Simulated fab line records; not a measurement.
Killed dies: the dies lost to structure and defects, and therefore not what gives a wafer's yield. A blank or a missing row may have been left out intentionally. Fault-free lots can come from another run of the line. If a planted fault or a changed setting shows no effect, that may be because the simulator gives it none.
What tool caused it?	flow gf180mcu	Sampling: 12 lots, 34 wafers, 5 of 602 route steps

## WHAT EACH GAUGE READ, for each wafer
GF_V4_THK_MEAS_03.
lot	measured	on	V4_CVD_02_THK (nm)
L205	day 24 06:45	film-metro-02	847 851 861
L206	day 24 13:15	film-metro-01	834 834 848
L207	day 24 20:50	film-metro-02	840 847 853
L208	day 25 05:52	film-metro-02	852 870 869
L209	day 25 17:14	film-metro-02	849 862 867
L210	day 26 06:43	film-metro-03	855 852 871
L218	day 28 08:31	film-metro-03	662 660 676
L220	day 29 00:38	film-metro-03	665 672 659
L221	day 29 05:02	film-metro-01	848 866 855
L222	day 29 12:55	film-metro-01	856 869 863
L223	day 29 20:38	film-metro-02	849 867
L225	day 30 07:13	film-metro-02	867 861

GF_V4_OVL_MEAS_15.
lot	measured	on	V4_OVL (nm)
L205	day 25 05:36	overlay-02	6 -6 -1
L206	day 25 11:26	overlay-01	1 -2 4
L207	day 25 19:02	overlay-01	-6 -7 -9
L208	day 26 03:02	overlay-02	-6 1 -3
L209	day 26 14:29	overlay-01	-1 7 -4
L210	day 27 04:08	overlay-01	-8 -6 3
L218	day 29 03:02	overlay-01	-1 7 6
L220	day 29 20:26	overlay-02	-2 -4 0
L221	day 30 00:50	overlay-02	2 -7 2
L222	day 30 07:37	overlay-01	1 0 2
L223	day 30 15:37	overlay-01	1 -10
L225	day 31 02:32	overlay-02	-3 -2

## EACH LOT AND THE TOOL THAT RAN IT (in order: tool; ch and the chambers of the sampled wafers; start)
lot	GF_M4_METAL_ETCH_16	GF_V4_CVD_02	GF_V4_CMP_04
L205	rie-metal-02 ch 0,1, day 24 05:49	pecvd-02 ch 0,2, day 24 06:40	cmp-02 ch 0,1, day 24 06:47
L206	rie-metal-04 ch 0,1, day 24 12:22	pecvd-04 ch 1,2, day 24 13:10	cmp-02 ch 0,1, day 24 13:21
L207	rie-metal-03 ch 0,1, day 24 19:59	pecvd-02 ch 0,1,2, day 24 20:46	cmp-02 ch 0,2,3, day 24 21:01
L208	rie-metal-02 ch 0,1, day 25 05:01	pecvd-04 ch 0,1, day 25 05:48	cmp-02 ch 1,2,3, day 25 06:02
L209	rie-metal-03 ch 1, day 25 16:13	pecvd-04 ch 1,2, day 25 17:10	cmp-01 ch 0,1, day 25 17:25
L210	rie-metal-03 ch 1, day 26 05:43	pecvd-02 ch 1,2, day 26 06:38	cmp-02 ch 0,1, day 26 06:49
L218	rie-metal-02 ch 0, day 28 07:31	pecvd-04 ch 1,2, day 28 08:26	cmp-01 ch 1,2,3, day 28 08:34
L220	rie-metal-02 ch 0,1, day 28 23:46	pecvd-04 ch 0,1, day 29 00:34	cmp-02 ch 1,2, day 29 00:44
L221	rie-metal-02 ch 0,1, day 29 04:10	pecvd-02 ch 0,1,2, day 29 04:58	cmp-01 ch 0,3, day 29 05:05
L222	rie-metal-02 ch 0,1, day 29 12:01	pecvd-02 ch 0, day 29 12:49	cmp-02 ch 0,2,3, day 29 13:02
L223	rie-metal-04 ch 1, day 29 19:34	pecvd-02 ch 0,1, day 29 20:31	cmp-01 ch 1,2, day 29 20:47
L225	rie-metal-03 ch 0,1, day 30 06:21	pecvd-02 ch 0,2, day 30 07:09	cmp-01 ch 0,3, day 30 07:20
- GF_M4_METAL_ETCH_16: etches the open film in Cl2/BCl3, stops on SiO2, target depth 750.8 nm, time 125.1 s.
- GF_V4_CVD_02: deposits SiO2 from TEOS, target thk 850 nm, time 94.851 s.
- GF_V4_CMP_04: polishes SiO2.

## WHAT THE TOOLS THEMSELVES READ (means of the sampled wafers that have a number; where no wafer has one, the mark that the record gives instead)
GF_M4_METAL_ETCH_16.
lot	tool	drypump-motor-current-A (A)	oes-product-au (a.u.)	throttle-valve-pct (%)
L205	rie-metal-02	6.02	0.983	28.234
L206	rie-metal-04	5.86	0.995	28.222
L207	rie-metal-03	5.61	0.983	28.236
L208	rie-metal-02	5.87	0.984	28.235
L209	rie-metal-03	5.42	0.986	28.225
L210	rie-metal-03	5.42	0.984	28.235
L218	rie-metal-02	6.22	0.992	28.242
L220	rie-metal-02	5.86	0.994	28.226
L221	rie-metal-02	6.02	0.991	28.231
L222	rie-metal-02	6.05	0.982	28.243
L223	rie-metal-04	5.94	0.990	28.225
L225	rie-metal-03	5.56	0.980	28.239

GF_V4_CVD_02.
lot	tool	heater-power-w (W)
L205	pecvd-02	765
L206	pecvd-04	614
L207	pecvd-02	706
L208	pecvd-04	575
L209	pecvd-04	650
L210	pecvd-02	688
L218	pecvd-04	698
L220	pecvd-04	563
L221	pecvd-02	678
L222	pecvd-02	626
L223	pecvd-02	573
L225	pecvd-02	770

GF_V4_CMP_04.
lot	tool	motor-current-A (A)	time-to-endpoint-s (s)
L205	cmp-02	11.1	73
L206	cmp-02	12.5	70
L207	cmp-02	12.9	77
L208	cmp-02	12.0	86
L209	cmp-01	10.9	71
L210	cmp-02	11.0	82
L218	cmp-01	12.9	70
L220	cmp-02	13.1	72
L221	cmp-01	11.1	70
L222	cmp-02	13.3	87
L223	cmp-01	13.2	72
L225	cmp-01	11.8	79

## THE ANSWER, worked out from the rows above alone
Rule: the lots themselves supply what counts as usual. Put in order of their means at a reading, lots are off if they are a third of the lots or fewer, leave a main group of 4 or more, and stand apart from it by a gap of 3 or more times the standard deviation of the main group's means; of several such gaps the widest counts. If all means in a main group match to the digits the tables above print for the reading, that group is not used. A lot without any number at a reading at which 4 lots or more have one is off too. Where the step has rows for the other lots, those lots are counted as sound. After the gauges, taken in route order, come the tools' own readings; for these a lot's mean is taken, as printed above. At the first step where some lot is off, the reading lying furthest off is the one used; lots without a number count as furthest.
Off: L218, L220, at GF_V4_THK_MEAS_03 (V4_CVD_02_THK). For the main group the mean is 856 nm and the standard deviation 7.7.
If a tool, at a process step before that reading, ran all the lots that are off and no sound lot after the first of them, it fits. The gauges at GF_V4_THK_MEAS_03 are tried like those tools. Undecided on this evidence; 2 tools fit (pecvd-04 at GF_V4_CVD_02, film-metro-03 at GF_V4_THK_MEAS_03).

## WHAT THE SIMULATOR HAD PUT IN
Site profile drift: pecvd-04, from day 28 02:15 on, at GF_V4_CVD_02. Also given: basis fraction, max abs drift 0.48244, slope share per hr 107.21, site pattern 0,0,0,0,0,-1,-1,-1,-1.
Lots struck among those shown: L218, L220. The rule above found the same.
